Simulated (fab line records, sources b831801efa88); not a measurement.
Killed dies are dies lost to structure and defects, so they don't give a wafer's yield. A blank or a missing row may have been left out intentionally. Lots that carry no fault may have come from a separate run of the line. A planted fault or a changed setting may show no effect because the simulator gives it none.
The tool behind it: which one? | flow sky130 | Sampling: 13 lots, 39 wafers, 3 of 708 route steps

== WHAT THE GAUGES READ, wafer by wafer ==
SKY_POLY_GATE_OVL_MEAS_14.
lot  | measured     | on         | POLY_GATE_OVL (nm)
L302 | day 16 07:52 | overlay-02 | -11 -2 -4
L303 | day 16 20:42 | overlay-01 | -12 -4 -6
L305 | day 17 16:40 | overlay-01 | -3 -10 -2
L306 | day 17 23:14 | overlay-02 | -4 -6 6
L307 | day 18 08:22 | overlay-01 | 5 9 8
L309 | day 19 05:22 | overlay-01 | -4 -17 -9
L310 | day 19 10:11 | overlay-02 | 9 -1 -2
L318 | day 22 13:15 | overlay-01 | 1 -1 7
L319 | day 22 14:48 | overlay-02 | -3 7 -5
L320 | day 22 19:04 | overlay-01 | 1 -12 5
L321 | day 23 07:28 | overlay-01 | -6 -5 -5
L323 | day 24 06:22 | overlay-02 | 1 -9 -7
L324 | day 24 11:13 | overlay-01 | -5 -8 -3

SKY_LDD_HVP_OVL_MEAS_07.
lot  | measured     | on         | LDD_HVP_OVL (nm)
L302 | day 21 12:41 | overlay-01 | -0.1 1.2 -1.6
L303 | day 22 02:32 | overlay-01 | 2.7 2.0 2.4
L305 | day 22 22:38 | overlay-02 | 3.4 4.0 4.6
L306 | day 23 05:32 | overlay-02 | 3.7 0.6 3.1
L307 | day 23 14:29 | overlay-02 | -1.7 -0.1 -0.1
L309 | day 24 09:22 | overlay-02 | 1.1 1.3 1.6
L310 | day 24 13:44 | overlay-01 | 0.2 3.0 -0.3
L318 | day 27 14:35 | overlay-01 | 0.1 -0.3 0.4
L319 | day 27 16:05 | overlay-02 | 2.2 1.5 1.5
L320 | day 27 18:19 | overlay-02 | 0.4 1.7 0.1
L321 | day 28 07:08 | overlay-02 | -0.9 0.3 -0.1
L323 | day 29 05:47 | overlay-02 | 0.0 0.3 1.9
L324 | day 29 09:59 | overlay-02 | 1.8 0.9 3.3

SKY_POLY_CUT_OVL_MEAS_09.
lot  | measured     | on         | POLY_CUT_OVL (nm)
L302 | day 24 04:01 | overlay-01 | -14 -12 -2
L303 | day 24 17:10 | overlay-01 | -3 -5 3
L305 | day 25 16:50 | overlay-01 | -4 -3 1
L306 | day 25 19:46 | overlay-01 | -3 -8 -9
L307 | day 26 04:19 | overlay-01 | -10 -6 2
L309 | day 26 22:53 | overlay-01 | -2 2 1
L310 | day 27 02:43 | overlay-01 | -6 -6 -8
L318 | day 30 02:47 | overlay-01 | 2 4 3
L319 | day 30 04:13 | overlay-02 | -3 -3 -6
L320 | day 30 06:34 | overlay-02 | 0 -7 -9
L321 | day 30 18:14 | overlay-01 | -9 -6 -8
L323 | day 31 16:02 | overlay-02 | 6 5 2
L324 | day 31 21:05 | overlay-02 | -8 -13 -10

== WHICH TOOL RAN EACH LOT (tool, then ch and the chambers of the sampled wafers, then the start) ==
The record holds no process step before these readings.

== AS READ BY THE TOOLS THEMSELVES (means over the sampled wafers that have a number; for cases with no such wafer, the mark the record gives instead) ==
The record holds no such reading with a usual standard deviation.

== THE ANSWER, worked out from the rows above alone ==
Rule: usual is defined by the lots themselves. The widest of any qualifying gaps counts: lots, ordered by their means at a reading, are off when they make up no more than a third of the lots, leave a main group of 4 or more, and stand apart from it by 3 or more times the standard deviation of that group's means. A main group whose means are all the same, to the digits that the tables above print for the reading, isn't used. Also off: a lot with no number at a reading for which 4 or more lots have one. All remaining lots with rows at the step are treated as sound. Order of review: gauges by route order, followed by the tools' own readings, for which a lot's mean as printed above is used. The first step at which some lot is off is used, and at that step the reading that is off furthest; a lot without a number counts as furthest.
Across all readings shown, no lot is off: no conclusion can be drawn from this.

== WHAT THE SIMULATOR HAD PUT IN ==
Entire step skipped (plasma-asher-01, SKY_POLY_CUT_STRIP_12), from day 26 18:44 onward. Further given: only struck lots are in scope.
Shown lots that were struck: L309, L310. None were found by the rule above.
